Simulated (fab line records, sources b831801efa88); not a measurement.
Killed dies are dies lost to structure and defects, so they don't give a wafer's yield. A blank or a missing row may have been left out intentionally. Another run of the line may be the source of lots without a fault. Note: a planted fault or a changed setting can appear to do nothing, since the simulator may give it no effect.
One fault through the eyes of 2 desks | flow sky130 | each desk holds nothing but its own numbers, with what lay behind them at the end

## METROLOGY DESK
What the gauges read, lot by lot, whatever tool the lot ran on: means of the sampled wafers that have a number. Marked OUT: a lot whose mean sits more than 4 standard deviations from the usual mean, which makes it out of limits; the brackets give that distance.
Columns: A = SONOS_ONO_CVD_02_THK at SKY_SONOS_ONO_THK_MEAS_03, usual 10.48 nm; B = SONOS_ONO_CVD_04_THK at SKY_SONOS_ONO_THK_MEAS_05, usual 5.74 nm; C = GATE_OXIDE_OVL at SKY_GATE_OXIDE_OVL_MEAS_10, usual -0.1 nm
lot  | first seen here | A     | B    | C
L746 | day 11 12:43    | 10.17 | 5.78 | -2.6
L747 | day 11 22:09    | 10.44 | 5.71 | 1.3
L749 | day 12 07:17    | 10.44 | 5.82 | -0.4
L750 | day 12 22:16    | 10.57 | 5.70 | -1.1
L751 | day 13 09:11    | 10.48 | 5.55 | 1.6
L753 | day 14 02:32    | 10.25 | 5.73 | -0.3
L754 | day 14 05:20    | 10.56 | 5.70 | 1.2
L755 | day 14 14:16    | 10.87 | 5.85 | -0.1
L756 | day 14 20:50    | 10.53 | 5.84 | 0.7
L761 | day 16 10:04    | 10.40 | 5.78 | -2.1
L762 | day 16 12:52    | 10.43 | 5.73 | 3.1
L763 | day 17 07:38    | 10.44 | 5.83 | 1.0
L766 | day 18 12:38    | 10.39 | 5.64 | -0.3
L769 | day 19 10:47    | 10.42 | 5.70 | 0.9
This desk's finding: nothing out of limits on any of the 14 lots.

## AT THE TOOL OWNER'S DESK: implanter-03
The tool's own readings at SKY_LDD_N_IMPLANT_08, given as means over the sampled wafers that have a number, one for each lot that went through this tool. Marked OUT: a lot whose mean sits more than 4 standard deviations from the usual mean, which makes it out of limits; the brackets give that distance.
Columns: A = beam on s at SKY_LDD_N_IMPLANT_08, usual 9.96 s; B = end station pressure torr at SKY_LDD_N_IMPLANT_08, usual 5.4e-06 Torr; C = faraday current uA at SKY_LDD_N_IMPLANT_08, usual 424
lot  | first seen here | A                | B                         | C
L749 | day 18 15:17    | 10.07            | 5.5e-06                   | 420
L753 | day 20 12:58    | 10.04            | 5.4e-06                   | 421
L756 | day 22 19:55    | 9.86             | 5.3e-06                   | 429
L761 | day 23 05:32    | 11.32 (+6.5) OUT | 7.8e-05 (+99 or more) OUT | 366 (-6.6) OUT
L762 | day 23 11:23    | 11.27 (+6.2) OUT | 7.7e-05 (+99 or more) OUT | 367 (-6.4) OUT
L763 | day 24 05:28    | 11.19 (+5.8) OUT | 7.7e-05 (+99 or more) OUT | 369 (-6.2) OUT
This desk's finding: out of limits on L761, L762, L763; first on L761, day 23 05:32 (beam on s at SKY_LDD_N_IMPLANT_08). In limits: L749, L753, L756.

## ALL TOGETHER
At day 23 05:32, on L761, L762, L763, the tool owner's desk was in a position to raise an alarm.
Nothing out of limits was seen by the metrology desk.
The metrology desk has L761, L762, L763 on record, within its limits.
On implanter-03, each named lot ran SKY_LDD_N_IMPLANT_08.

## WHAT HAD BEEN PUT IN BY THE SIMULATOR
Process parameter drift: implanter-03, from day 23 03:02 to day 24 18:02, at SKY_LDD_N_IMPLANT_08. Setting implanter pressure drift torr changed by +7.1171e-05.
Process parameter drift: implanter-03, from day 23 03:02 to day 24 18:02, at SKY_LDD_N_IMPLANT_08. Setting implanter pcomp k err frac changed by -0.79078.
Struck lots among those shown: L761, L762, L763.
Each desk's first reading out of limits, in hours after the fault started: the tool owner's desk, 2.
